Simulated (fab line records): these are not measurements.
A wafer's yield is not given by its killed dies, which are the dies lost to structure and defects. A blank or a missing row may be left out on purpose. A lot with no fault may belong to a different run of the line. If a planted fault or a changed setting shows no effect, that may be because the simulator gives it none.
fab line records | flow sky130
record lots=4 | wafers=12 | last-day=50
route steps=708 shown VIA3@593 METAL4@598 CAP2M@603 PAD_OPEN@708
lots that met no fault: from a run of the same line without faults
start-h: hours from the record's first day to the start of the lot's first wafer shown | wait-h: how many hours have passed since the lot's step before this one | " identical to the entry in the row above | L1.1+2: several wafers, shown together as one row | - value missing, or start not given | * or withheld: withheld | < > ~ a bound
route shown NAME@n: names a module that has steps shown in the file, with the first one's number in the route | usual: the fault-free wafers' mean and standard deviation | same: alike in all rows | chamber/n: place in a boat | sites: each site's reading | _std_site: the standard deviation of these | _edge_site: outer sites' mean less inner sites' | radius-mm: for every site, how far away it sits from the centre of the wafer | mask NAME#n: copy n | behind: the most recent tool/chamber to have shaped the wafer | hold: the reason the lot was held/the length of the hold in hours/how it ended | device: transistor that didn't switch, given as n, p or np | end of line: the same wafers' tests at the end of the route | where a step has no rows: the recipe by itself | killed: count of dies lost to structure and defects at first sort (not the wafer's yield) | map: the dies of a wafer, with x for killed, . for not killed, _ for no die there
set.NAME: the run value of the setting; set.NAME@STEP: its run value at that earlier step | model.NAME: the simulator's own value behind a step, which no gauge read
lots at some steps of the route; a table a step, a row a wafer
services: when a tool's chamber went out of use (start-h, in hours from the record's first day, below 0 if earlier), for how many hours, and the reason
## steps
# step SKY_VIA3_SPUTTER_20
# recipe material=TiN | target-thk-nm=20 | chamber-pressure-pa=5 | power-w=3878 | time-s=80
# step SKY_VIA3_CVD_21
# recipe material=W | target-thk-nm=390 | time-s=117.31 | temp-c=400 | pressure-torr=40
# step SKY_VIA3_CMP_24
# recipe stop-on=SiO2 | t-overpolish-s=20 | down-force-psi=3.5 | platen-rpm=60 | target-thk-nm=0 | pad-velocity-m-s=0.94248
# step SKY_METAL4_SPUTTER_00
# recipe material=Ti | target-thk-nm=15 | power-w=3000 | time-s=10 | chamber-pressure-pa=0.4
# step SKY_METAL4_SPUTTER_01
# recipe material=TiN | target-thk-nm=20 | power-w=6500 | time-s=16.7 | chamber-pressure-pa=0.4
# step SKY_METAL4_SPUTTER_02
# recipe material=AlCu | target-thk-nm=735 | power-w=10600 | time-s=39.1 | chamber-pressure-pa=0.4
# step SKY_METAL4_SPUTTER_03
# recipe material=Ti | target-thk-nm=5 | power-w=3000 | time-s=3.3 | chamber-pressure-pa=0.4
# step SKY_METAL4_SPUTTER_04
# recipe material=TiN | target-thk-nm=70 | power-w=6500 | time-s=58.3 | chamber-pressure-pa=0.4
# step SKY_CAP2M_CVD_00
# recipe material=SiO2 | target-thk-nm=15.5 | temp-c=400 | time-s=withheld | rf-w=450
# step SKY_CAP2M_SPUTTER_02
# recipe material=TiN | target-thk-nm=200 | temp-c=300 | power-w=6500 | time-s=166.7 | chamber-pressure-pa=0.4
# usual cathode-dc-power-W=6500.0/1.2 | throttle-valve-pct=29.9/0.9
lot.wafer | tool           | chamber | start-h | wait-h | cathode-dc-power-W | throttle-valve-pct | model.TiN_of_CAP2M_SPUTTER_02.thk-nm
L354.2    | pvd-sputter-02 | -       | 995.50  | 0.0    | 6500.5             | 29.1               | 198.5
L354.3    | "              | -       | "       | "      | 6496.9             | 29.7               | 201.5
L354.5    | "              | -       | "       | "      | 6498.6             | 29.6               | 199.9
L358.2    | pvd-sputter-02 | -       | 1004.75 | 0.0    | 5915.7             | 29.5               | 182.8
L358.5    | "              | -       | "       | "      | 5914.4             | 28.9               | 179.1
L358.6    | "              | -       | "       | "      | 5915.7             | 30.9               | 182.7
L361.1    | pvd-sputter-02 | -       | 1026.71 | 0.1    | 5914.5             | 28.7               | 177.7
L361.4    | "              | -       | "       | "      | 5911.3             | 29.8               | 180.5
L361.6    | "              | -       | "       | "      | 5913.0             | 30.0               | 178.3
L371.2    | pvd-sputter-04 | -       | 1083.24 | 0.0    | 6501.3             | 29.9               | 202.1
L371.4    | "              | -       | "       | "      | 6500.7             | 31.8               | 202
L371.5    | "              | -       | "       | "      | 6502.6             | 31.6               | 199.6
# step SKY_CAP2M_RS_MEAS_03
# recipe thk-meas-gauge=four-point-probe | reads=TiN_of_CAP2M_SPUTTER_02
# usual CAP2M_TIN_RS=6.89/0.082
lot.wafer | tool          | chamber | start-h | wait-h | CAP2M_TIN_RS[ohm/sq]
L354.2    | film-metro-01 | -       | 995.63  | 0.1    | 6.97
L354.3    | "             | -       | "       | "      | 6.85
L354.5    | "             | -       | "       | "      | 6.92
L358.2    | film-metro-01 | -       | 1004.88 | 0.1    | 7.58
L358.5    | "             | -       | "       | "      | 7.74
L358.6    | "             | -       | "       | "      | 7.58
L361.1    | film-metro-01 | -       | 1026.82 | 0.1    | 7.81
L361.4    | "             | -       | "       | "      | 7.69
L361.6    | "             | -       | "       | "      | 7.78
L371.2    | film-metro-04 | -       | 1083.37 | 0.1    | 6.84
L371.4    | "             | -       | "       | "      | 6.84
L371.5    | "             | -       | "       | "      | 6.93
# step SKY_CAP2M_THK_MEAS_04
# recipe thk-meas-gauge=xrf | reads=TiN_of_CAP2M_SPUTTER_02
# usual CAP2M_TIN_THK=199.5/2.3
lot.wafer | tool          | chamber | start-h | wait-h | CAP2M_TIN_THK[nm]
L354.2    | film-metro-01 | -       | 995.74  | 0.1    | 198.1
L354.3    | "             | -       | "       | "      | 200.5
L354.5    | "             | -       | "       | "      | 199.2
L358.2    | film-metro-01 | -       | 1004.99 | 0.1    | 181.8
L358.5    | "             | -       | "       | "      | 178.1
L358.6    | "             | -       | "       | "      | 182.5
L361.1    | film-metro-01 | -       | 1026.94 | 0.1    | 176.2
L361.4    | "             | -       | "       | "      | 179.6
L361.6    | "             | -       | "       | "      | 177.6
L371.2    | film-metro-04 | -       | 1083.48 | 0.1    | 200.7
L371.4    | "             | -       | "       | "      | 200.3
L371.5    | "             | -       | "       | "      | 198.5
# step SKY_CAP2M_DEHYDRATE_05
# recipe temp-c=200 | time-s=60
# step SKY_CAP2M_HMDS_06
# recipe prime-time-s=60 | prime-temp-c=120
# step SKY_CAP2M_COAT_07
# recipe resist=NOVOLAK | spin-rpm=3000 | resist-thk-nm=1140
# step SKY_CAP2M_SOFTBAKE_08
# recipe temp-c=90 | time-s=60 | resist=NOVOLAK
# step SKY_CAP2M_EXPOSE_09
# recipe mask-id=CAP2M | na=0.6 | source-shape=conventional | sigma-outer=0.6 | polarization=unpolarized | target-cd-nm=1000 | dose-mj=159
# step SKY_CAP2M_PEB_10
# recipe temp-c=withheld | time-s=* | resist=NOVOLAK
# step SKY_CAP2M_DEVELOP_11
# recipe resist=NOVOLAK | developer=TMAH | develop-time-s=60 | dev-temp-c=23
# step SKY_CAP2M_METAL_ETCH_13
# recipe target-depth-nm=220 | stop-on=SiO2 | chemistry=Cl2/BCl3 | target=TiN | pressure-mtorr=10 | icp-w=900 | bias-w=48.5 | Cl2_flow_sccm=60 | bcl3-flow-sccm=30 | time-s=62.9
# usual drypump-motor-current-A=5.8/0.5 | mfc-cl2-sccm=60.03/0.2 | oes-product-au=0.943/0.0077 | throttle-valve-pct=21.900/0.01
lot.wafer | tool         | chamber | start-h | wait-h | drypump-motor-current-A | mfc-cl2-sccm | oes-product-au | rf-hours-counter-h | throttle-valve-pct
L354.2    | rie-metal-02 | 1       | 1016.89 | 0.0    | 6.2                     | 60.00        | 0.932          | 6                  | 21.918
L354.3    | "            | 1       | "       | "      | 6.2                     | 60.26        | 0.944          | -                  | 21.885
L354.5    | "            | 0       | "       | "      | 5.5                     | 60.33        | 0.941          | -                  | 21.890
L358.2    | rie-metal-02 | 0       | 1026.57 | 0.0    | 5.5                     | 60.19        | 0.884          | 16                 | 21.924
L358.5    | "            | 1       | "       | "      | 6.2                     | 59.86        | 0.874          | -                  | 21.927
L358.6    | "            | 0       | "       | "      | 5.6                     | 60.08        | 0.891          | -                  | 21.958
L361.1    | rie-metal-02 | 1       | 1048.74 | 0.0    | 6.2                     | 60.33        | 0.878          | 8                  | 21.935
L361.4    | "            | 1       | "       | "      | 6.2                     | 60.31        | 0.891          | -                  | 21.937
L361.6    | "            | 1       | "       | "      | 6.2                     | 60.20        | 0.876          | -                  | 21.928
L371.2    | rie-metal-04 | 1       | 1102.54 | 0.0    | 6.2                     | 60.40        | 0.950          | 9                  | 21.908
L371.4    | "            | 0       | "       | "      | 5.0                     | 60.29        | 0.939          | -                  | 21.910
L371.5    | "            | 0       | "       | "      | 5.0                     | 60.35        | 0.942          | -                  | 21.906
# step SKY_CAP2M_STRIP_14
# recipe chemistry=O2/N2 | power-w=1400 | pressure-mtorr=1500 | platen-temp-c=withheld | o2-flow-sccm=3000 | n2-flow-sccm=300 | overash-fraction=0.5
# step SKY_CAP2M_STRIP_15
# recipe chemistry=post-etch-residue-remover | time-s=1200 | temp-c=72.5
# step SKY_CAP2M_CLEAN_16
# recipe chemistry=IPA | time-s=180 | temp-c=25
# step SKY_CAP2M_CLEAN_17
# recipe chemistry=O3/DIW | dry=n2-spin
# step SKY_METAL4_DEHYDRATE_05
# recipe temp-c=200 | time-s=60
# step SKY_METAL4_HMDS_06
# recipe prime-time-s=60 | prime-temp-c=120
# step SKY_METAL4_COAT_07
# recipe resist=BARC | temp-c=withheld | time-s=withheld | spin-rpm=3000 | resist-thk-nm=60
# step SKY_METAL4_COAT_08
# recipe resist=KrF-thick | spin-rpm=3000 | resist-thk-nm=1140
# step SKY_METAL4_SOFTBAKE_09
# recipe temp-c=100 | time-s=90 | resist=KrF-thick
# step SKY_METAL4_EXPOSE_10
# recipe mask-id=MM4 | na=0.68 | source-shape=annular | sigma-inner=0.4 | sigma-outer=0.8 | target-cd-nm=300 | dose-mj=28
# step SKY_METAL4_PEB_11
# recipe peb-temp-c=withheld | peb-time-s=withheld | resist=KrF-thick
# step SKY_METAL4_DEVELOP_12
# recipe develop-time-s=60 | resist=KrF-thick | dev-temp-c=20.28
# step SKY_METAL4_DESCUM_15
# recipe chemistry=O2 | source-power-w=150 | bias-power-w=0 | pressure-mtorr=10 | temp-c=40 | time-s=8
# step SKY_METAL4_ETCH_16
# recipe chemistry=N2/H2 | target=BARC | ion-energy-ev=200 | bias-w=100 | pressure-mtorr=30 | n2-flow-sccm=100 | h2-flow-sccm=200 | icp-w=500 | stop-on=SiO2 | time-s=88.2 | target-depth-a=600
# step SKY_METAL4_ETCH_17
# recipe target=SiO2 | stop-on=TiN | chemistry=C4F8/O2/Ar | source-w=1500 | bias-w=1200 | pressure-mtorr=40 | c4f8-flow-sccm=withheld | O2_flow_sccm=6 | Ar_flow_sccm=300 | time-s=3.9 | target-depth-a=150
# step SKY_METAL4_METAL_ETCH_18
# recipe target-depth-a=8450 | stop-on=SiO2 | over-etch-frac=0.3 | time-s=183.1 | chemistry=Cl2/BCl3 | resist-sidewall-deg=88 | pressure-mtorr=10 | icp-w=900 | bias-w=48.5 | Cl2_flow_sccm=60 | bcl3-flow-sccm=30
# step SKY_METAL4_STRIP_20
# recipe chemistry=post-etch-residue-remover | time-s=1200 | temp-c=72.5
lot.wafer | tool         | chamber | start-h | wait-h | model.TiN_of_CAP2M_SPUTTER_02.thk-nm
L354.2    | wet-bench-01 | 2       | 1040.90 | 0.1    | 197.7
L354.3    | "            | 2       | "       | "      | 200.6
L354.5    | "            | 2       | "       | "      | 199.1
L358.2    | wet-bench-01 | 3       | 1049.64 | 0.1    | 181.9
L358.5    | "            | 3       | "       | "      | 178.3
L358.6    | "            | 3       | "       | "      | 181.8
L361.1    | wet-bench-04 | 1       | 1070.52 | 0.1    | 176.9
L361.4    | "            | 1       | "       | "      | 179.7
L361.6    | "            | 1       | "       | "      | 177.5
L371.2    | wet-bench-01 | 0       | 1124.87 | 0.1    | 201.2
L371.4    | "            | 0       | "       | "      | 201.1
L371.5    | "            | 0       | "       | "      | 198.8
# step SKY_PAD_OPEN_PROBE_99
# usual defect-limited-yield=82.5/1.9 | killed_at_M0_to_M3=42/6.4 | killed_at_M4_up=2.9/1.7 | killed-at-contacts=25/5.2 | killed-at-front-end=16/4.4 | killed-at-other=0.4/0.65 | killed-dies=86/9.2 | killed-open=47/6.6 | killed-short=39/5.8 | sort_bin_3_pad_short=0.9/0.42 | sort_bin_5_function=10.4/1.5 | sort_bin_6_memory=6.3/1 | sort-n-pass=406/9.2 | sort-yield-pct=82.5/1.9
# same gross-dies=492 | killed-at-back-side=0 | sort_bin_4_leakage[%]=0 | sort_bin_8_speed[%]=0
lot.wafer | tool      | chamber | start-h | wait-h | defect-limited-yield[%] | killed_at_M0_to_M3 | killed_at_M4_up | killed-at-contacts | killed-at-front-end | killed-at-other | killed-dies | killed-open | killed-short | sort_bin_3_pad_short[%] | sort_bin_5_function[%] | sort_bin_6_memory[%] | sort-n-pass | sort-yield-pct[%] | model.etest.cap-mim2.plate-ohm-sq | model.etest.cap-mim2.leak-log10-a-cm2
L354.2    | prober-01 | -       | 1130.47 | 0.1    | 82.3                    | 49                 | 3               | 18                 | 17                  | 0               | 87          | 46          | 41           | 0.6                     | 8.7                    | 8.3                  | 405         | 82.3              | 6.026                             | -9.028
L354.3    | prober-01 | -       | 1130.52 | 0.2    | 82.9                    | 42                 | 7               | 18                 | 16                  | 1               | 84          | 43          | 41           | 1.2                     | 9.6                    | 6.3                  | 408         | 82.9              | 5.957                             | -8.986
L354.5    | prober-01 | -       | 1130.62 | 0.2    | 82.3                    | 44                 | 3               | 24                 | 16                  | 0               | 87          | 46          | 41           | 0.6                     | 11.2                   | 5.9                  | 405         | 82.3              | 5.972                             | -9.031
L358.2    | prober-01 | -       | 1142.49 | 0.1    | 81.1                    | 43                 | 2               | 26                 | 22                  | 0               | 93          | 49          | 44           | 0.8                     | 10.8                   | 7.3                  | 399         | 81.1              | 6.512                             | -8.946
L358.5    | prober-01 | -       | 1142.64 | 0.2    | 80.9                    | 54                 | 1               | 30                 | 9                   | 0               | 94          | 52          | 42           | 0.8                     | 10.8                   | 7.5                  | 398         | 80.9              | 6.723                             | -8.506
L358.6    | prober-01 | -       | 1142.69 | 0.2    | 81.5                    | 45                 | 2               | 30                 | 13                  | 1               | 91          | 53          | 38           | 1.4                     | 11.0                   | 6.1                  | 401         | 81.5              | 6.52                              | -8.742
L361.1    | prober-02 | -       | 1155.88 | 0.1    | 84.3                    | 36                 | 3               | 20                 | 18                  | 0               | 77          | 41          | 36           | 0.8                     | 8.7                    | 6.1                  | 415         | 84.3              | 6.797                             | -8.784
L361.4    | prober-02 | -       | 1156.03 | 0.2    | 81.9                    | 48                 | 2               | 22                 | 16                  | 1               | 89          | 46          | 41           | 0.6                     | 11.0                   | 6.5                  | 403         | 81.9              | 6.645                             | -8.886
L361.6    | prober-02 | -       | 1156.13 | 0.2    | 85.2                    | 33                 | 5               | 22                 | 12                  | 1               | 73          | 39          | 33           | 1.0                     | 8.3                    | 5.5                  | 419         | 85.2              | 6.777                             | -8.782
L371.2    | prober-02 | -       | 1202.06 | 0.1    | 82.1                    | 46                 | 4               | 21                 | 17                  | 0               | 88          | 43          | 45           | 1.0                     | 10.4                   | 6.5                  | 404         | 82.1              | 5.967                             | -9.168
L371.4    | prober-02 | -       | 1202.16 | 0.2    | 79.3                    | 53                 | 6               | 32                 | 11                  | 0               | 102         | 59          | 43           | 0.6                     | 13.6                   | 6.5                  | 390         | 79.3              | 6.053                             | -8.995
L371.5    | prober-02 | -       | 1202.21 | 0.2    | 80.9                    | 50                 | 5               | 26                 | 13                  | 0               | 94          | 51          | 43           | 1.4                     | 12.0                   | 5.7                  | 398         | 80.9              | 6                                 | -8.949
# killed by level:class
L354.2 VIA1:geometric-particle:open=11 VIA3:geometric-particle:open=10 METAL1:geometric-particle:short=9 VIA2:geometric-particle:open=8 POLY_GATE:geometric-particle:short=6 POLY_GATE:geometric-particle:open=5 LOCAL_INTERCONNECT:geometric-particle:short=5 CONTACT:geometric-particle:short=5
L354.3 VIA1:geometric-particle:open=10 CONTACT:geometric-particle:open=9 VIA3:geometric-particle:open=8 POLY_GATE:geometric-particle:short=5 LI_CONTACT:geometric-particle:open=5 METAL1:geometric-particle:short=5 VIA1:geometric-particle:short=5 FIELD_ISO:geometric-particle:short=4
L354.5 CONTACT:geometric-particle:open=12 VIA3:geometric-particle:open=8 VIA1:geometric-particle:open=7 METAL1:geometric-particle:short=7 FIELD_ISO:geometric-particle:short=6 CONTACT:geometric-particle:short=6 VIA1:geometric-particle:short=5 FIELD_ISO:geometric-particle:open=4
L358.2 LI_CONTACT:geometric-particle:open=10 VIA1:geometric-particle:open=8 POLY_GATE:geometric-particle:open=6 CONTACT:geometric-particle:open=6 VIA3:geometric-particle:short=6 VIA3:geometric-particle:open=6 FIELD_ISO:geometric-particle:short=5 FIELD_ISO:geometric-particle:open=5
L358.5 CONTACT:geometric-particle:open=11 CONTACT:geometric-particle:short=11 VIA1:geometric-particle:open=11 METAL1:geometric-particle:short=10 VIA2:geometric-particle:open=8 LI_CONTACT:geometric-particle:open=7 VIA1:geometric-particle:short=6 VIA3:geometric-particle:open=5
L358.6 VIA1:geometric-particle:open=13 VIA2:geometric-particle:open=10 CONTACT:geometric-particle:open=9 LI_CONTACT:geometric-particle:open=8 METAL1:geometric-particle:short=6 POLY_GATE:geometric-particle:open=4 LI_CONTACT:geometric-particle:short=4 LOCAL_INTERCONNECT:geometric-particle:short=4
L361.1 CONTACT:geometric-particle:open=8 CONTACT:geometric-particle:short=7 VIA1:geometric-particle:open=7 VIA2:geometric-particle:open=6 FIELD_ISO:geometric-particle:short=5 POLY_GATE:geometric-particle:open=5 VIA3:geometric-particle:open=4 METAL3:geometric-particle:short=4
L361.4 VIA1:geometric-particle:open=12 CONTACT:geometric-particle:open=10 VIA2:geometric-particle:open=9 METAL1:geometric-particle:short=6 FIELD_ISO:geometric-particle:short=5 VIA1:geometric-particle:short=5 VIA2:geometric-particle:short=5 LI_CONTACT:geometric-particle:open=4
L361.6 CONTACT:geometric-particle:open=9 VIA2:geometric-particle:open=8 METAL1:geometric-particle:short=7 CONTACT:geometric-particle:short=5 VIA3:geometric-particle:open=5 LOCAL_INTERCONNECT:geometric-particle:short=4 VIA1:geometric-particle:open=4 POLY_GATE:geometric-particle:open=3
L371.2 VIA3:geometric-particle:open=9 METAL1:geometric-particle:short=8 CONTACT:geometric-particle:open=8 VIA1:geometric-particle:open=6 VIA1:geometric-particle:short=5 SPACER:geometric-particle:open=4 LI_CONTACT:geometric-particle:short=4 METAL2:geometric-particle:short=4
L371.4 CONTACT:geometric-particle:open=13 METAL1:geometric-particle:short=9 VIA1:geometric-particle:open=9 METAL2:geometric-particle:short=8 LI_CONTACT:geometric-particle:open=7 VIA2:geometric-particle:open=6 VIA3:geometric-particle:open=6 FIELD_ISO:geometric-particle:open=4
L371.5 VIA3:geometric-particle:open=13 VIA1:geometric-particle:open=9 METAL2:geometric-particle:short=9 LI_CONTACT:geometric-particle:open=8 CONTACT:geometric-particle:open=8 LOCAL_INTERCONNECT:geometric-particle:short=5 VIA2:geometric-particle:open=5 POLY_GATE:geometric-particle:short=4
## services
tool           | chamber | start-h | hours | kind
pvd-sputter-04 | -       | 990.78  | 3.9   | repair
pvd-sputter-04 | 1       | 997.24  | -     | consumable-replace:kit
pvd-sputter-04 | 1       | 997.24  | 18.0  | scheduled-down
pvd-sputter-04 | 1       | 997.24  | 18.0  | vent-cycle
rie-metal-04   | 1       | 1017.03 | 24.3  | repair
rie-metal-02   | 0       | 1046.01 | 8.6   | repair
pvd-sputter-04 | -       | 1090.54 | 0.6   | repair
pvd-sputter-02 | 0       | 1094.10 | -     | consumable-replace:kit
pvd-sputter-02 | 0       | 1094.10 | 18.0  | scheduled-down
pvd-sputter-02 | 0       | 1094.10 | 18.0  | vent-cycle
rie-metal-02   | 0       | 1108.31 | 2.3   | repair
wet-bench-01   | -       | 1108.43 | 1.8   | repair
## key
first-sign step=SKY_CAP2M_SPUTTER_02 | reading=cathode-dc-power-W | direction=down | sigmas=99+ | usual=6500.0 | struck=5914.1
effect step=SKY_CAP2M_RS_MEAS_03 | reading=CAP2M_TIN_RS | direction=up | sigmas=9.8 | usual=6.89 | struck=7.70
effect step=SKY_CAP2M_THK_MEAS_04 | reading=CAP2M_TIN_THK | direction=down | sigmas=9 | usual=199.5 | struck=179.3
effect step=SKY_CAP2M_METAL_ETCH_13 | reading=oes-product-au | direction=down | sigmas=7.8 | usual=0.943 | struck=0.882
model-effect step=SKY_CAP2M_SPUTTER_02 | value=TiN_of_CAP2M_SPUTTER_02.thk-nm | without=198.2 | struck=180.2
model-effect step=SKY_METAL4_STRIP_20 | value=TiN_of_CAP2M_SPUTTER_02.thk-nm | without=197.3 | struck=179.3
model-effect step=SKY_PAD_OPEN_PROBE_99 | value=etest.cap-mim2.plate-ohm-sq | without=6.057 | struck=6.662
met-at SKY_CAP2M_SPUTTER_02
struck-wafers L358.2,L358.5,L358.6,L361.1,L361.4,L361.6
onset-between 995.50 1004.75
fault kind=process-parameter-drift | tool=pvd-sputter-02 | chamber=- | onset-h=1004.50 | steps=SKY_CAP2M_SPUTTER_02 | channel=power-w | offset=* | shape=step | end-h=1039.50 | acts-in=* | stated=*
